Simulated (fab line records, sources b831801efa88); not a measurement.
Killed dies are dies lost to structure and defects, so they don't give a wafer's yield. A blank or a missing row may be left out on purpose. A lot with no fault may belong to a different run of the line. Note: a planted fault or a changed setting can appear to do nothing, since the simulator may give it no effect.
fab line records / flow sky130
record lots=13 wafers=37 last_day=50
route steps=708 shown CONTACT@420 METAL3@566 VIA4@646 PAD_OPEN@707
lots that met no fault: taken from a fault-free run of the same line
start_h: hours from the record's first day to the start of the lot's first wafer shown / wait_h: hours since the lot's step before / " as in the row above / L1.1+2: several wafers, shown together as one row / - value missing, or start not given / * or withheld: withheld / < > ~ a bound
route shown NAME@n: a module of which the file shows steps, and the number in the route of the first / usual: mean and standard deviation over wafers with no fault / same: alike in all rows / chamber/n: place in a boat / sites: per-site readings / _std_site: standard deviation of those values / _edge_site: outer sites' mean less inner sites' / radius_mm: how far each site lies from the wafer's centre / mask NAME#n: copy n / behind: the last tool/chamber to shape the wafer / hold: reason for holding the lot/hours on hold/outcome of the hold / device: whichever transistor did not switch (one of n, p or np) / end of line: at the end of the route, the tests of the same wafers / a step given without rows: its recipe and nothing more / killed: the dies lost at the first sort to structure and to defects; this is not the yield of the wafer / map: a wafer's dies, x killed, . not, _ none there
set.NAME: setting as actually run; set.NAME@STEP: the setting as run at that earlier step / model.NAME: the simulator's own value behind a step, which no gauge read
one table for each step of the route and one row for each wafer, over a sample of lots
services: the hour from which a tool's chamber was out of use, counted from the record's first day as start_h (under 0 if before that day), plus the number of hours and why
## steps
# step SKY_CONTACT_CD_MEAS_14
# recipe target_cd_nm=170
# usual cd_nm=169.6/1.6
lot.wafer=L442.1 tool=cd_sem-02 chamber=- start_h=723.23 wait_h=- cd_nm=172.2
lot.wafer=L442.4 tool=cd_sem-02 chamber=- start_h=723.23 wait_h=- cd_nm=170.7
lot.wafer=L442.5 tool=cd_sem-02 chamber=- start_h=723.23 wait_h=- cd_nm=170.9
lot.wafer=L443.2 tool=cd_sem-01 chamber=- start_h=741.79 wait_h=- cd_nm=168.0
lot.wafer=L443.3 tool=cd_sem-01 chamber=- start_h=741.79 wait_h=- cd_nm=168.6
lot.wafer=L443.4 tool=cd_sem-01 chamber=- start_h=741.79 wait_h=- cd_nm=168.9
lot.wafer=L444.1 tool=cd_sem-01 chamber=- start_h=758.22 wait_h=- cd_nm=171.7
lot.wafer=L444.2 tool=cd_sem-01 chamber=- start_h=758.22 wait_h=- cd_nm=171.3
lot.wafer=L444.6 tool=cd_sem-01 chamber=- start_h=758.22 wait_h=- cd_nm=170.6
lot.wafer=L445.4 tool=cd_sem-02 chamber=- start_h=762.59 wait_h=- cd_nm=168.2
lot.wafer=L445.5 tool=cd_sem-02 chamber=- start_h=762.59 wait_h=- cd_nm=168.5
lot.wafer=L445.6 tool=cd_sem-02 chamber=- start_h=762.59 wait_h=- cd_nm=167.9
lot.wafer=L453.1 tool=cd_sem-01 chamber=- start_h=824.42 wait_h=- cd_nm=167.7
lot.wafer=L453.4 tool=cd_sem-01 chamber=- start_h=824.42 wait_h=- cd_nm=166.6
lot.wafer=L455.2 tool=cd_sem-01 chamber=- start_h=837.79 wait_h=- cd_nm=168.2
lot.wafer=L455.6 tool=cd_sem-01 chamber=- start_h=837.79 wait_h=- cd_nm=168.7
lot.wafer=L456.2 tool=cd_sem-02 chamber=- start_h=839.59 wait_h=- cd_nm=173.0
lot.wafer=L456.3 tool=cd_sem-02 chamber=- start_h=839.59 wait_h=- cd_nm=169.8
lot.wafer=L456.4 tool=cd_sem-02 chamber=- start_h=839.59 wait_h=- cd_nm=171.3
lot.wafer=L458.4 tool=cd_sem-02 chamber=- start_h=865.28 wait_h=- cd_nm=168.1
lot.wafer=L458.5 tool=cd_sem-02 chamber=- start_h=865.28 wait_h=- cd_nm=168.3
lot.wafer=L458.6 tool=cd_sem-02 chamber=- start_h=865.28 wait_h=- cd_nm=169.5
lot.wafer=L459.1 tool=cd_sem-02 chamber=- start_h=871.57 wait_h=- cd_nm=170.2
lot.wafer=L459.5 tool=cd_sem-02 chamber=- start_h=871.57 wait_h=- cd_nm=169.5
lot.wafer=L459.6 tool=cd_sem-02 chamber=- start_h=871.57 wait_h=- cd_nm=171.6
lot.wafer=L462.1 tool=cd_sem-01 chamber=- start_h=900.03 wait_h=- cd_nm=169.9
lot.wafer=L462.3 tool=cd_sem-01 chamber=- start_h=900.03 wait_h=- cd_nm=169.1
lot.wafer=L462.5 tool=cd_sem-01 chamber=- start_h=900.03 wait_h=- cd_nm=168.7
lot.wafer=L463.2 tool=cd_sem-01 chamber=- start_h=902.30 wait_h=- cd_nm=168.0
lot.wafer=L463.5 tool=cd_sem-01 chamber=- start_h=902.30 wait_h=- cd_nm=168.2
lot.wafer=L463.6 tool=cd_sem-01 chamber=- start_h=902.30 wait_h=- cd_nm=167.0
lot.wafer=L464.2 tool=cd_sem-02 chamber=- start_h=908.74 wait_h=- cd_nm=169.8
lot.wafer=L464.3 tool=cd_sem-02 chamber=- start_h=908.74 wait_h=- cd_nm=169.0
lot.wafer=L464.6 tool=cd_sem-02 chamber=- start_h=908.74 wait_h=- cd_nm=169.3
lot.wafer=L465.2 tool=cd_sem-02 chamber=- start_h=915.19 wait_h=- cd_nm=168.6
lot.wafer=L465.4 tool=cd_sem-02 chamber=- start_h=915.19 wait_h=- cd_nm=168.7
lot.wafer=L465.5 tool=cd_sem-02 chamber=- start_h=915.19 wait_h=- cd_nm=169.1
# step SKY_METAL3_ETCH_16
# recipe chemistry=N2/H2 target=BARC ion_energy_ev=200 bias_w=100 pressure_mtorr=30 n2_flow_sccm=100 h2_flow_sccm=200 icp_w=500 stop_on=SiO2 time_s=88.2 target_depth_a=600
# usual drypump_motor_current_A=6.24/0.13 oes_product_au=0.625/0.0047 throttle_valve_pct=13.204/0.0084
lot.wafer=L442.1 tool=rie_metal-04 chamber=1 start_h=890.88 wait_h=0.1 drypump_motor_current_A=6.33 oes_product_au=0.628 rf_hours_counter_h=3 throttle_valve_pct=13.201
lot.wafer=L442.4 tool=rie_metal-04 chamber=1 start_h=890.88 wait_h=0.1 drypump_motor_current_A=6.33 oes_product_au=0.630 rf_hours_counter_h=- throttle_valve_pct=13.199
lot.wafer=L442.5 tool=rie_metal-04 chamber=1 start_h=890.88 wait_h=0.1 drypump_motor_current_A=6.33 oes_product_au=0.621 rf_hours_counter_h=- throttle_valve_pct=13.219
lot.wafer=L443.2 tool=rie_metal-02 chamber=1 start_h=907.12 wait_h=0.0 drypump_motor_current_A=6.33 oes_product_au=0.625 rf_hours_counter_h=11 throttle_valve_pct=13.208
lot.wafer=L443.3 tool=rie_metal-02 chamber=1 start_h=907.12 wait_h=0.0 drypump_motor_current_A=6.32 oes_product_au=0.630 rf_hours_counter_h=- throttle_valve_pct=13.204
lot.wafer=L443.4 tool=rie_metal-02 chamber=0 start_h=907.12 wait_h=0.0 drypump_motor_current_A=5.91 oes_product_au=0.618 rf_hours_counter_h=- throttle_valve_pct=13.201
lot.wafer=L444.1 tool=rie_metal-04 chamber=0 start_h=922.41 wait_h=0.0 drypump_motor_current_A=6.09 oes_product_au=0.623 rf_hours_counter_h=1 throttle_valve_pct=13.189
lot.wafer=L444.2 tool=rie_metal-04 chamber=1 start_h=922.41 wait_h=0.0 drypump_motor_current_A=6.34 oes_product_au=0.628 rf_hours_counter_h=5 throttle_valve_pct=13.214
lot.wafer=L444.6 tool=rie_metal-04 chamber=1 start_h=922.41 wait_h=0.0 drypump_motor_current_A=6.37 oes_product_au=0.619 rf_hours_counter_h=- throttle_valve_pct=13.211
lot.wafer=L445.4 tool=rie_metal-04 chamber=1 start_h=927.80 wait_h=0.0 drypump_motor_current_A=6.35 oes_product_au=0.624 rf_hours_counter_h=- throttle_valve_pct=13.197
lot.wafer=L445.5 tool=rie_metal-04 chamber=1 start_h=927.80 wait_h=0.0 drypump_motor_current_A=6.33 oes_product_au=0.626 rf_hours_counter_h=- throttle_valve_pct=13.192
lot.wafer=L445.6 tool=rie_metal-04 chamber=0 start_h=927.80 wait_h=0.0 drypump_motor_current_A=6.10 oes_product_au=0.629 rf_hours_counter_h=- throttle_valve_pct=13.196
lot.wafer=L453.1 tool=rie_metal-04 chamber=0 start_h=983.86 wait_h=0.0 drypump_motor_current_A=6.09 oes_product_au=0.629 rf_hours_counter_h=5 throttle_valve_pct=13.201
lot.wafer=L453.4 tool=rie_metal-04 chamber=0 start_h=983.86 wait_h=0.0 drypump_motor_current_A=6.11 oes_product_au=0.618 rf_hours_counter_h=- throttle_valve_pct=13.201
lot.wafer=L455.2 tool=rie_metal-04 chamber=1 start_h=995.27 wait_h=0.0 drypump_motor_current_A=6.34 oes_product_au=0.629 rf_hours_counter_h=9 throttle_valve_pct=13.209
lot.wafer=L455.6 tool=rie_metal-04 chamber=0 start_h=995.27 wait_h=0.0 drypump_motor_current_A=6.11 oes_product_au=0.631 rf_hours_counter_h=- throttle_valve_pct=13.219
lot.wafer=L456.2 tool=rie_metal-01 chamber=0 start_h=998.36 wait_h=0.0 drypump_motor_current_A=6.29 oes_product_au=0.625 rf_hours_counter_h=22 throttle_valve_pct=13.224
lot.wafer=L456.3 tool=rie_metal-01 chamber=0 start_h=998.36 wait_h=0.0 drypump_motor_current_A=6.28 oes_product_au=0.627 rf_hours_counter_h=- throttle_valve_pct=13.214
lot.wafer=L456.4 tool=rie_metal-01 chamber=1 start_h=998.36 wait_h=0.0 drypump_motor_current_A=6.29 oes_product_au=0.629 rf_hours_counter_h=- throttle_valve_pct=13.201
lot.wafer=L458.4 tool=rie_metal-01 chamber=1 start_h=1021.04 wait_h=0.0 drypump_motor_current_A=6.28 oes_product_au=0.619 rf_hours_counter_h=- throttle_valve_pct=13.206
lot.wafer=L458.5 tool=rie_metal-01 chamber=0 start_h=1021.04 wait_h=0.0 drypump_motor_current_A=6.30 oes_product_au=0.624 rf_hours_counter_h=- throttle_valve_pct=13.200
lot.wafer=L458.6 tool=rie_metal-01 chamber=1 start_h=1021.04 wait_h=0.0 drypump_motor_current_A=6.28 oes_product_au=0.633 rf_hours_counter_h=- throttle_valve_pct=13.200
lot.wafer=L459.1 tool=rie_metal-04 chamber=1 start_h=1024.86 wait_h=0.0 drypump_motor_current_A=6.35 oes_product_au=0.624 rf_hours_counter_h=10 throttle_valve_pct=13.202
lot.wafer=L459.5 tool=rie_metal-04 chamber=1 start_h=1024.86 wait_h=0.0 drypump_motor_current_A=6.34 oes_product_au=0.626 rf_hours_counter_h=- throttle_valve_pct=13.199
lot.wafer=L459.6 tool=rie_metal-04 chamber=0 start_h=1024.86 wait_h=0.0 drypump_motor_current_A=6.11 oes_product_au=0.629 rf_hours_counter_h=- throttle_valve_pct=13.208
lot.wafer=L462.1 tool=rie_metal-01 chamber=0 start_h=1051.75 wait_h=0.0 drypump_motor_current_A=6.28 oes_product_au=0.619 rf_hours_counter_h=25 throttle_valve_pct=13.202
lot.wafer=L462.3 tool=rie_metal-01 chamber=0 start_h=1051.75 wait_h=0.0 drypump_motor_current_A=6.32 oes_product_au=0.625 rf_hours_counter_h=- throttle_valve_pct=13.209
lot.wafer=L462.5 tool=rie_metal-01 chamber=0 start_h=1051.75 wait_h=0.0 drypump_motor_current_A=6.27 oes_product_au=0.628 rf_hours_counter_h=- throttle_valve_pct=13.207
lot.wafer=L463.2 tool=rie_metal-01 chamber=1 start_h=1053.35 wait_h=0.0 drypump_motor_current_A=6.29 oes_product_au=0.626 rf_hours_counter_h=4 throttle_valve_pct=13.209
lot.wafer=L463.5 tool=rie_metal-01 chamber=0 start_h=1053.35 wait_h=0.0 drypump_motor_current_A=6.30 oes_product_au=0.630 rf_hours_counter_h=- throttle_valve_pct=13.206
lot.wafer=L463.6 tool=rie_metal-01 chamber=1 start_h=1053.35 wait_h=0.0 drypump_motor_current_A=6.28 oes_product_au=0.624 rf_hours_counter_h=- throttle_valve_pct=13.208
lot.wafer=L464.2 tool=rie_metal-04 chamber=0 start_h=1059.47 wait_h=0.0 drypump_motor_current_A=6.10 oes_product_au=0.621 rf_hours_counter_h=8 throttle_valve_pct=13.186
lot.wafer=L464.3 tool=rie_metal-04 chamber=1 start_h=1059.47 wait_h=0.0 drypump_motor_current_A=6.35 oes_product_au=0.627 rf_hours_counter_h=- throttle_valve_pct=13.221
lot.wafer=L464.6 tool=rie_metal-04 chamber=0 start_h=1059.47 wait_h=0.0 drypump_motor_current_A=6.10 oes_product_au=0.619 rf_hours_counter_h=- throttle_valve_pct=13.200
lot.wafer=L465.2 tool=rie_metal-01 chamber=0 start_h=1062.39 wait_h=0.1 drypump_motor_current_A=6.31 oes_product_au=0.627 rf_hours_counter_h=- throttle_valve_pct=13.194
lot.wafer=L465.4 tool=rie_metal-01 chamber=0 start_h=1062.39 wait_h=0.1 drypump_motor_current_A=6.26 oes_product_au=0.629 rf_hours_counter_h=- throttle_valve_pct=13.190
lot.wafer=L465.5 tool=rie_metal-01 chamber=0 start_h=1062.39 wait_h=0.1 drypump_motor_current_A=6.26 oes_product_au=0.623 rf_hours_counter_h=- throttle_valve_pct=13.199
# step SKY_VIA4_SOFTBAKE_07
# recipe temp_c=90 time_s=60 resist=NOVOLAK
# usual run_length_s=89.19/0.14
lot.wafer=L442.1 tool=litho_track-01 chamber=0 start_h=980.17 wait_h=0.1 run_length_s=89.49
lot.wafer=L442.4 tool=litho_track-01 chamber=0 start_h=980.17 wait_h=0.1 run_length_s=89.58
lot.wafer=L442.5 tool=litho_track-01 chamber=0 start_h=980.17 wait_h=0.1 run_length_s=89.34
lot.wafer=L443.2 tool=litho_track-03 chamber=0 start_h=998.36 wait_h=0.1 run_length_s=89.06
lot.wafer=L443.3 tool=litho_track-03 chamber=0 start_h=998.36 wait_h=0.1 run_length_s=89.22
lot.wafer=L443.4 tool=litho_track-03 chamber=0 start_h=998.36 wait_h=0.1 run_length_s=89.28
lot.wafer=L444.1 tool=litho_track-03 chamber=0 start_h=1011.93 wait_h=0.1 run_length_s=89.08
lot.wafer=L444.2 tool=litho_track-03 chamber=0 start_h=1011.93 wait_h=0.1 run_length_s=89.13
lot.wafer=L444.6 tool=litho_track-03 chamber=0 start_h=1011.93 wait_h=0.1 run_length_s=89.04
lot.wafer=L445.4 tool=litho_track-04 chamber=0 start_h=1015.73 wait_h=0.1 run_length_s=89.01
lot.wafer=L445.5 tool=litho_track-04 chamber=0 start_h=1015.73 wait_h=0.1 run_length_s=89.02
lot.wafer=L445.6 tool=litho_track-04 chamber=0 start_h=1015.73 wait_h=0.1 run_length_s=89.04
lot.wafer=L453.1 tool=litho_track-04 chamber=0 start_h=1069.21 wait_h=0.1 run_length_s=89.16
lot.wafer=L453.4 tool=litho_track-04 chamber=0 start_h=1069.21 wait_h=0.1 run_length_s=91.21
lot.wafer=L455.2 tool=litho_track-04 chamber=0 start_h=1077.43 wait_h=0.1 run_length_s=91.07
lot.wafer=L455.6 tool=litho_track-04 chamber=0 start_h=1077.43 wait_h=0.1 run_length_s=89.02
lot.wafer=L456.2 tool=litho_track-04 chamber=0 start_h=1080.88 wait_h=0.1 run_length_s=90.91
lot.wafer=L456.3 tool=litho_track-04 chamber=0 start_h=1080.88 wait_h=0.1 run_length_s=89.18
lot.wafer=L456.4 tool=litho_track-04 chamber=0 start_h=1080.88 wait_h=0.1 run_length_s=90.93
lot.wafer=L458.4 tool=litho_track-03 chamber=0 start_h=1099.86 wait_h=0.1 run_length_s=89.09
lot.wafer=L458.5 tool=litho_track-03 chamber=0 start_h=1099.86 wait_h=0.1 run_length_s=89.17
lot.wafer=L458.6 tool=litho_track-03 chamber=0 start_h=1099.86 wait_h=0.1 run_length_s=89.29
lot.wafer=L459.1 tool=litho_track-01 chamber=0 start_h=1103.62 wait_h=0.1 run_length_s=89.28
lot.wafer=L459.5 tool=litho_track-01 chamber=0 start_h=1103.62 wait_h=0.1 run_length_s=89.29
lot.wafer=L459.6 tool=litho_track-01 chamber=0 start_h=1103.62 wait_h=0.1 run_length_s=89.40
lot.wafer=L462.1 tool=litho_track-01 chamber=0 start_h=1128.52 wait_h=0.1 run_length_s=89.32
lot.wafer=L462.3 tool=litho_track-01 chamber=0 start_h=1128.52 wait_h=0.1 run_length_s=89.31
lot.wafer=L462.5 tool=litho_track-01 chamber=0 start_h=1128.52 wait_h=0.1 run_length_s=89.16
lot.wafer=L463.2 tool=litho_track-01 chamber=0 start_h=1132.10 wait_h=0.1 run_length_s=89.21
lot.wafer=L463.5 tool=litho_track-01 chamber=0 start_h=1132.10 wait_h=0.1 run_length_s=89.43
lot.wafer=L463.6 tool=litho_track-01 chamber=0 start_h=1132.10 wait_h=0.1 run_length_s=89.21
lot.wafer=L464.2 tool=litho_track-03 chamber=0 start_h=1137.81 wait_h=0.1 run_length_s=89.15
lot.wafer=L464.3 tool=litho_track-03 chamber=0 start_h=1137.81 wait_h=0.1 run_length_s=89.16
lot.wafer=L464.6 tool=litho_track-03 chamber=0 start_h=1137.81 wait_h=0.1 run_length_s=89.25
lot.wafer=L465.2 tool=litho_track-01 chamber=0 start_h=1138.70 wait_h=0.1 run_length_s=89.20
lot.wafer=L465.4 tool=litho_track-01 chamber=0 start_h=1138.70 wait_h=0.1 run_length_s=89.17
lot.wafer=L465.5 tool=litho_track-01 chamber=0 start_h=1138.70 wait_h=0.1 run_length_s=89.38
# step SKY_PAD_OPEN_BOW_MEAS_13
# recipe mode=bow
# usual PAD_OPEN_BOW=46/9
lot.wafer=L442.1 tool=film_metro-02 chamber=- start_h=1063.67 wait_h=- PAD_OPEN_BOW[um]=46
lot.wafer=L442.4 tool=film_metro-02 chamber=- start_h=1063.67 wait_h=- PAD_OPEN_BOW[um]=42
lot.wafer=L442.5 tool=film_metro-02 chamber=- start_h=1063.67 wait_h=- PAD_OPEN_BOW[um]=37
lot.wafer=L443.2 tool=film_metro-02 chamber=- start_h=1079.84 wait_h=- PAD_OPEN_BOW[um]=46
lot.wafer=L443.3 tool=film_metro-02 chamber=- start_h=1079.84 wait_h=- PAD_OPEN_BOW[um]=42
lot.wafer=L443.4 tool=film_metro-02 chamber=- start_h=1079.84 wait_h=- PAD_OPEN_BOW[um]=51
lot.wafer=L444.1 tool=film_metro-03 chamber=- start_h=1092.77 wait_h=- PAD_OPEN_BOW[um]=32
lot.wafer=L444.2 tool=film_metro-03 chamber=- start_h=1092.77 wait_h=- PAD_OPEN_BOW[um]=42
lot.wafer=L444.6 tool=film_metro-03 chamber=- start_h=1092.77 wait_h=- PAD_OPEN_BOW[um]=34
lot.wafer=L445.4 tool=film_metro-03 chamber=- start_h=1096.18 wait_h=- PAD_OPEN_BOW[um]=44
lot.wafer=L445.5 tool=film_metro-03 chamber=- start_h=1096.18 wait_h=- PAD_OPEN_BOW[um]=40
lot.wafer=L445.6 tool=film_metro-03 chamber=- start_h=1096.18 wait_h=- PAD_OPEN_BOW[um]=47
lot.wafer=L453.1 tool=film_metro-01 chamber=- start_h=1144.79 wait_h=- PAD_OPEN_BOW[um]=37
lot.wafer=L453.4 tool=film_metro-01 chamber=- start_h=1144.79 wait_h=- PAD_OPEN_BOW[um]=41
lot.wafer=L455.2 tool=film_metro-03 chamber=- start_h=1150.73 wait_h=- PAD_OPEN_BOW[um]=38
lot.wafer=L455.6 tool=film_metro-03 chamber=- start_h=1150.73 wait_h=- PAD_OPEN_BOW[um]=39
lot.wafer=L456.2 tool=film_metro-02 chamber=- start_h=1153.48 wait_h=- PAD_OPEN_BOW[um]=44
lot.wafer=L456.3 tool=film_metro-02 chamber=- start_h=1153.48 wait_h=- PAD_OPEN_BOW[um]=52
lot.wafer=L456.4 tool=film_metro-02 chamber=- start_h=1153.48 wait_h=- PAD_OPEN_BOW[um]=50
lot.wafer=L458.4 tool=film_metro-03 chamber=- start_h=1169.93 wait_h=- PAD_OPEN_BOW[um]=43
lot.wafer=L458.5 tool=film_metro-03 chamber=- start_h=1169.93 wait_h=- PAD_OPEN_BOW[um]=50
lot.wafer=L458.6 tool=film_metro-03 chamber=- start_h=1169.93 wait_h=- PAD_OPEN_BOW[um]=46
lot.wafer=L459.1 tool=film_metro-02 chamber=- start_h=1174.35 wait_h=- PAD_OPEN_BOW[um]=62
lot.wafer=L459.5 tool=film_metro-02 chamber=- start_h=1174.35 wait_h=- PAD_OPEN_BOW[um]=56
lot.wafer=L459.6 tool=film_metro-02 chamber=- start_h=1174.35 wait_h=- PAD_OPEN_BOW[um]=58
lot.wafer=L462.1 tool=film_metro-03 chamber=- start_h=1195.00 wait_h=- PAD_OPEN_BOW[um]=43
lot.wafer=L462.3 tool=film_metro-03 chamber=- start_h=1195.00 wait_h=- PAD_OPEN_BOW[um]=49
lot.wafer=L462.5 tool=film_metro-03 chamber=- start_h=1195.00 wait_h=- PAD_OPEN_BOW[um]=46
lot.wafer=L463.2 tool=film_metro-03 chamber=- start_h=1196.99 wait_h=- PAD_OPEN_BOW[um]=64
lot.wafer=L463.5 tool=film_metro-03 chamber=- start_h=1196.99 wait_h=- PAD_OPEN_BOW[um]=40
lot.wafer=L463.6 tool=film_metro-03 chamber=- start_h=1196.99 wait_h=- PAD_OPEN_BOW[um]=53
lot.wafer=L464.2 tool=film_metro-02 chamber=- start_h=1201.22 wait_h=- PAD_OPEN_BOW[um]=40
lot.wafer=L464.3 tool=film_metro-02 chamber=- start_h=1201.22 wait_h=- PAD_OPEN_BOW[um]=38
lot.wafer=L464.6 tool=film_metro-02 chamber=- start_h=1201.22 wait_h=- PAD_OPEN_BOW[um]=49
lot.wafer=L465.2 tool=film_metro-01 chamber=- start_h=1202.83 wait_h=- PAD_OPEN_BOW[um]=43
lot.wafer=L465.4 tool=film_metro-01 chamber=- start_h=1202.83 wait_h=- PAD_OPEN_BOW[um]=54
lot.wafer=L465.5 tool=film_metro-01 chamber=- start_h=1202.83 wait_h=- PAD_OPEN_BOW[um]=59
# step SKY_PAD_OPEN_PROBE_99
# usual defect_limited_yield=82.4/1.8 killed_at_M0_to_M3=45/6.8 killed_at_M4_up=3.2/1.6 killed_at_contacts=24/5.1 killed_at_front_end=14/4.4 killed_at_other=0.4/0.65 killed_dies=87/8.8 killed_open=47/7.2 killed_short=39/6.1 sort_bin_3_pad_short=0.9/0.38 sort_bin_5_function=10.4/1.5 sort_bin_6_memory=6.4/1.1 sort_n_pass=405/8.8 sort_yield_pct=82.4/1.8
# same gross_dies=492 killed_at_back_side=0 sort_bin_4_leakage[%]=0 sort_bin_8_speed[%]=0
lot.wafer=L455.2 tool=prober-01 chamber=- start_h=1150.88 wait_h=0.1 defect_limited_yield[%]=81.7 killed_at_M0_to_M3=52 killed_at_M4_up=4 killed_at_contacts=12 killed_at_front_end=21 killed_at_other=1 killed_dies=90 killed_open=48 killed_short=42 sort_bin_3_pad_short[%]=0.6 sort_bin_5_function[%]=10.8 sort_bin_6_memory[%]=6.9 sort_n_pass=402 sort_yield_pct[%]=81.7
lot.wafer=L458.6 tool=prober-02 chamber=- start_h=1170.24 wait_h=0.2 defect_limited_yield[%]=84.1 killed_at_M0_to_M3=34 killed_at_M4_up=4 killed_at_contacts=21 killed_at_front_end=17 killed_at_other=2 killed_dies=78 killed_open=39 killed_short=38 sort_bin_3_pad_short[%]=0.4 sort_bin_5_function[%]=9.6 sort_bin_6_memory[%]=5.9 sort_n_pass=414 sort_yield_pct[%]=84.1
# killed by level:class
L455.2 VIA1:geometric_particle:open=13 VIA3:geometric_particle:open=12 POLY_GATE:geometric_particle:open=6 METAL1:geometric_particle:short=6 VIA2:geometric_particle:open=6 POLY_GATE:geometric_particle:short=5 LI_CONTACT:geometric_particle:short=5 VIA3:geometric_particle:short=5
L458.6 VIA1:geometric_particle:open=10 VIA1:geometric_particle:short=6 LI_CONTACT:geometric_particle:open=6 CONTACT:geometric_particle:open=6 FIELD_ISO:geometric_particle:short=5 LOCAL_INTERCONNECT:geometric_particle:short=5 VIA2:geometric_particle:open=5 FIELD_ISO:geometric_particle:open=3
## services
tool=rie_metal-01 chamber=1 start_h=873.02 hours=81.6 kind=repair
tool=rie_metal-04 chamber=0 start_h=880.09 hours=- kind=clean
tool=rie_metal-04 chamber=0 start_h=880.09 hours=15.5 kind=scheduled_down
tool=rie_metal-04 chamber=0 start_h=880.09 hours=15.5 kind=vent_cycle
tool=rie_metal-04 chamber=- start_h=913.56 hours=0.7 kind=repair
tool=rie_metal-01 chamber=1 start_h=954.60 hours=- kind=clean
tool=rie_metal-01 chamber=1 start_h=954.60 hours=34.2 kind=scheduled_down
tool=rie_metal-01 chamber=1 start_h=954.60 hours=34.2 kind=vent_cycle
tool=rie_metal-02 chamber=- start_h=956.76 hours=1.4 kind=pm
tool=rie_metal-02 chamber=0 start_h=969.84 hours=10.9 kind=repair
tool=rie_metal-02 chamber=0 start_h=1050.42 hours=- kind=clean
tool=rie_metal-02 chamber=0 start_h=1050.42 hours=17.3 kind=scheduled_down
tool=rie_metal-02 chamber=0 start_h=1050.42 hours=17.3 kind=vent_cycle
tool=rie_metal-01 chamber=1 start_h=1057.85 hours=5.7 kind=repair
tool=rie_metal-01 chamber=0 start_h=1096.52 hours=- kind=clean
tool=rie_metal-01 chamber=0 start_h=1096.52 hours=16.4 kind=scheduled_down
tool=rie_metal-01 chamber=0 start_h=1096.52 hours=16.4 kind=vent_cycle
tool=rie_metal-04 chamber=0 start_h=1134.80 hours=18.2 kind=repair
## key
first_sign step=SKY_VIA4_SOFTBAKE_07 reading=run_length_s direction=up sigmas=13 usual=* struck=*
effect none on later readings
met_at SKY_VIA4_SOFTBAKE_07
struck_lots L453,L455,L456
struck_wafers L453.4,L455.2,L456.2,L456.4
not_acting_at SKY_CONTACT_CD_MEAS_14,SKY_METAL3_ETCH_16,SKY_PAD_OPEN_BOW_MEAS_13
onset_between 1015.73 1069.21
fault kind=process_parameter_drift tool=litho_track-04 chamber=- onset_h=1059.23 steps=SKY_VIA4_SOFTBAKE_07 channel=time_s offset=* shape=step end_h=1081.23 scope=struck_wafers_only acts_in=* stated=*
